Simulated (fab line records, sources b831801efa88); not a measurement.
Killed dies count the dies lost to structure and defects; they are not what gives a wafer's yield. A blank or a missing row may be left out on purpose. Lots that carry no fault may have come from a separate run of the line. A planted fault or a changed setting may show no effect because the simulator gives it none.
The tool behind it: which one? -- flow sky130 -- 33 wafers from 11 lots sampled at 3 of the route's 708 steps

## WHAT EACH GAUGE READ, for each wafer
SKY_SONOS_ONO_OVL_MEAS_14. Usual: SONOS_ONO_OVL typically reads 0.1 nm, with standard deviation 1.3.
lot,measured,on,SONOS_ONO_OVL (nm),flag
L498,day 12 19:37,overlay-02,0.8 -0.2 0.9,
L499,day 14 19:08,overlay-02,1.5 -0.8 3.4,
L502,day 14 21:41,overlay-02,-1.6 -2.1 -0.6,
L504,day 14 21:57,overlay-02,1.3 0.1 2.0,
L505,day 15 04:40,overlay-02,0.6 0.6 -0.1,
L506,day 15 08:37,overlay-01,-1.4 -0.1 0.0,
L511,day 17 05:20,overlay-01,0.3 0.8 1.1,
L512,day 17 17:40,overlay-02,-1.2 -0.6 -0.1,
L516,day 19 15:04,overlay-01,-1.3 -0.4 -3.2,
L517,day 19 14:43,overlay-02,0.1 0.1 0.2,
L518,day 19 17:44,overlay-01,2.5 2.7 0.7,

SKY_GATE_OXIDE_THK_MEAS_02. Usual: GATE_OXIDE_OXIDATION_00_THK typically reads 10.22 nm, with standard deviation 0.17.
lot,measured,on,GATE_OXIDE_OXIDATION_00_THK (nm),flag
L498,day 13 00:13,film_metro-01,10.08 10.03 10.23,
L499,day 14 21:04,film_metro-03,10.30 10.28 10.29,
L502,day 15 00:40,film_metro-01,10.15 10.37 10.24,
L504,day 15 00:40,film_metro-04,10.14 10.19 10.34,
L505,day 15 07:58,film_metro-04,10.15 10.25 10.05,
L506,day 15 11:43,film_metro-03,10.23 10.19 10.28,
L511,day 17 07:07,film_metro-03,10.31 10.32 10.30,
L512,day 17 20:35,film_metro-03,10.41 10.41 10.51,
L516,day 19 16:50,film_metro-04,10.14 9.96 10.02,
L517,day 19 16:50,film_metro-01,10.25 10.02 10.12,
L518,day 19 20:17,film_metro-04,10.43 10.33 10.49,

## TOOL THAT RAN EACH LOT (tool first, then ch and the chambers of the sampled wafers, then the start)
lot,SKY_PWDE_STRIP_09
L498,"plasma_asher-02 ch 0,1, day 4 01:08"
L499,"plasma_asher-04 ch 0,1, day 4 06:10"
L502,"plasma_asher-04 ch 0,1, day 4 22:04"
L504,"plasma_asher-03 ch 0,1, day 5 12:59"
L505,"plasma_asher-04 ch 0,1, day 5 16:34"
L506,"plasma_asher-04 ch 0,1, day 5 21:40"
L511,"plasma_asher-04 ch 0,1, day 7 04:58"
L512,"plasma_asher-03 ch 0,1, day 7 10:46"
L516,"plasma_asher-04 ch 0,1, day 8 15:56"
L517,"plasma_asher-04 ch 0,1, day 8 17:37"
L518,"plasma_asher-03 ch 0,1, day 8 22:37"
- SKY_PWDE_STRIP_09: strips in O2/N2.

## WHAT THE TOOLS THEMSELVES READ (means of the sampled wafers that have a number; where no wafer has one, the mark that the record gives instead)
SKY_PWDE_STRIP_09. Usual: drypump_motor_current_A 5.8 A, standard deviation 0.42; oes_product_au 0.722 a.u., standard deviation 0.0047; strip_time_to_endpoint_s 36.90 s, standard deviation 0.12.
lot,tool,drypump_motor_current_A (A),oes_product_au (a.u.),strip_time_to_endpoint_s (s),flag
L498,plasma_asher-02,5.5,0.721,36.79,
L499,plasma_asher-04,6.1,0.726,36.80,
L502,plasma_asher-04,6.1,0.722,36.98,
L504,plasma_asher-03,5.7,0.726,36.90,
L505,plasma_asher-04,6.1,0.718,37.03,
L506,plasma_asher-04,5.8,0.721,36.93,
L511,plasma_asher-04,5.8,0.724,37.02,
L512,plasma_asher-03,5.7,0.723,36.93,
L516,plasma_asher-04,6.1,0.722,37.03,
L517,plasma_asher-04,5.8,0.720,36.84,
L518,plasma_asher-03,5.6,0.721,37.00,

## THE ANSWER, worked out from the rows above alone
Rule: a lot counts as off when the mean over its wafers that have a number is more than 3 standard deviations away from the usual mean. A lot without any number at a reading at which 4 lots or more have one is off too. Where the step has rows for the other lots, those lots are counted as sound. Order of review: gauges by route order, followed by the tools' own readings, for which a lot's mean as printed above is used. The first step at which some lot is off is used, and at that step the reading that is off furthest; a lot without a number counts as furthest.
Nothing can be told from this: no lot is off at any reading shown.

## WHAT WAS PUT IN BY THE SIMULATOR
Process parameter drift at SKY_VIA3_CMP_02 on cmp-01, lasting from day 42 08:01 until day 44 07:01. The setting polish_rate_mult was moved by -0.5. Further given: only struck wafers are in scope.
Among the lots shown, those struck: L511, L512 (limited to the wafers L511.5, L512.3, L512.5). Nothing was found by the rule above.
